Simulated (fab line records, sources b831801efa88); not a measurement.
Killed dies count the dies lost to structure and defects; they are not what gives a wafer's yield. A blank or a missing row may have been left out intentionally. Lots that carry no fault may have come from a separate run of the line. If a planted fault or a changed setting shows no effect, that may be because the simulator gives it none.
A lot that was struck, set against a sound lot -- flow sky130 -- 17 steps out of a route of 708
Sound: wafers L835.2, L835.4, L835.6. Struck: wafers L841.2, L841.5, L841.6. At the end, the cause is stated.
Per side, at each step with rows, come the tool, then ch with its chambers, and then its first start. Under that, the readings that differ: sound wafers -- struck wafers -- difference of the means -- sigmas: that difference in standard deviations of wafers without a fault.
alike: readings whose means differ by less than 2 such deviations, and words and numbers that are the same on both sides. not compared: withheld readings, readings that some wafer has no value for, bounds like >300 that may hide the same value, and numbers for which the record gives no deviation and whose values overlap.
The two part at a step that has a row with sigmas, a row that says differs or no value, or rows on one side only. When numbers do not overlap yet have no deviation, they are printed without sigmas and do not part them. Lack of a reading on every wafer of one side parts them only where that side has two or more wafers.

SKY_NWELL_OVL_MEAS_23:
  struck on overlay-01, day 8 00:55; sound on overlay-02, day 6 12:56
  alike: NWELL_01_OVL
after that, 1 step had no rows for these wafers: SKY_NWELL_IMPLANT_24.
SKY_NWELL_STRIP_25: strips in O2/N2.
  sound on plasma_asher-01 ch 0,1, day 6 13:07; struck on plasma_asher-04 ch 0,1, day 8 01:05
  alike: chamber_pressure_mTorr, drypump_motor_current_A, o2_flow_sccm, oes_product_au, strip_time_to_endpoint_s
  not compared: rf_hours_counter_h
SKY_NWELL_TW_MEAS_26:
  struck on film_metro-03, day 8 01:12; sound on film_metro-02, day 6 13:14
  alike: NWELL_2_TW
then, 1 step without rows for these wafers: SKY_NWELL_CLEAN_27 (cleans in SC1/SC2, time 150 s).
SKY_NWELL_RTA_28: time 30 s.
  sound on rtp_anneal-01 ch 0, day 6 13:21; struck on rtp_anneal-02 ch 0, day 8 01:19
  alike: chamber_o2_ppm, lamp_power_pct, wafer_temp_C_max
SKY_NWELL_RS_MEAS_29: uses a four-point probe to measure.
  struck on film_metro-02, day 8 01:25; sound on film_metro-04, day 6 13:27
  alike: NWELL_RS
SKY_NWELL_RS_MEAS_31: uses a four-point probe to measure.
  struck on film_metro-02, day 8 01:40; sound on film_metro-04, day 6 13:41
  alike: PWDE_RS
then, 3 steps without rows for these wafers: SKY_VT_ADJUST_HVTP_DEHYDRATE_00 (time 60 s); SKY_VT_ADJUST_HVTP_HMDS_01 (prime time 60 s); SKY_VT_ADJUST_HVTP_COAT_02 (resist thk 1140 nm).
SKY_VT_ADJUST_HVTP_SOFTBAKE_03: time 60 s.
  sound on litho_track-02 ch 0, day 6 23:16; struck on litho_track-03 ch 0, day 8 11:33
reading,sound,struck,difference,sigmas
heater_power_total_W (W),56.55 56.65 56.58,54.86 54.86 54.76,-1.77,-38
plate_temp_C (C),90.20 90.14 90.19,87.78 87.89 88.03,-2.28,-16
  alike: chill_plate_temp_C
then, 2 steps without rows for these wafers: SKY_VT_ADJUST_HVTP_EXPOSE_04 (exposes mask HVTPM, target cd 380 nm); SKY_VT_ADJUST_HVTP_PEB_05.
SKY_VT_ADJUST_HVTP_DEVELOP_06: develop time 60 s.
  sound on litho_track-02 ch 0, day 7 08:46; struck on litho_track-02 ch 0, day 8 21:19
reading,sound,struck,difference,sigmas
model.NOVOLAK_of_VT_ADJUST_HVTP_COAT_02.thk_nm (nm),1140 1136 1139,1147 1149 1145,+9,
  alike: chill_plate_temp_C
SKY_VT_ADJUST_HVTP_CD_MEAS_07 targets a cd of 380 nm.
  struck on cd_sem-01, day 8 21:28; sound on cd_sem-01, day 7 08:55
  alike: cd_nm
-- here the record skips 40 days between the struck wafers' starts before and after, leaving off in module VT_ADJUST_HVTP and picking up in module PAD_OPEN (first step shown: number 708 of the route) --
SKY_PAD_OPEN_PROBE_99:
  struck on prober-02, day 48 09:49; sound on prober-02, day 46 22:55
  alike: killed_at_M0_to_M3, killed_at_M4_up, killed_at_contacts, killed_at_front_end, killed_at_other, killed_dies, killed_open, killed_short

== WHERE THEY PART ==
Within this record, at SKY_VT_ADJUST_HVTP_SOFTBAKE_03 only. Later steps at which nothing parts them and some readings are alike: SKY_VT_ADJUST_HVTP_DEVELOP_06, SKY_VT_ADJUST_HVTP_CD_MEAS_07, SKY_PAD_OPEN_PROBE_99.

WHY: whatever the simulator had introduced
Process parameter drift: litho_track-03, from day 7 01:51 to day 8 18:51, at SKY_VT_ADJUST_HVTP_SOFTBAKE_03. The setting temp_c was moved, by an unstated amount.
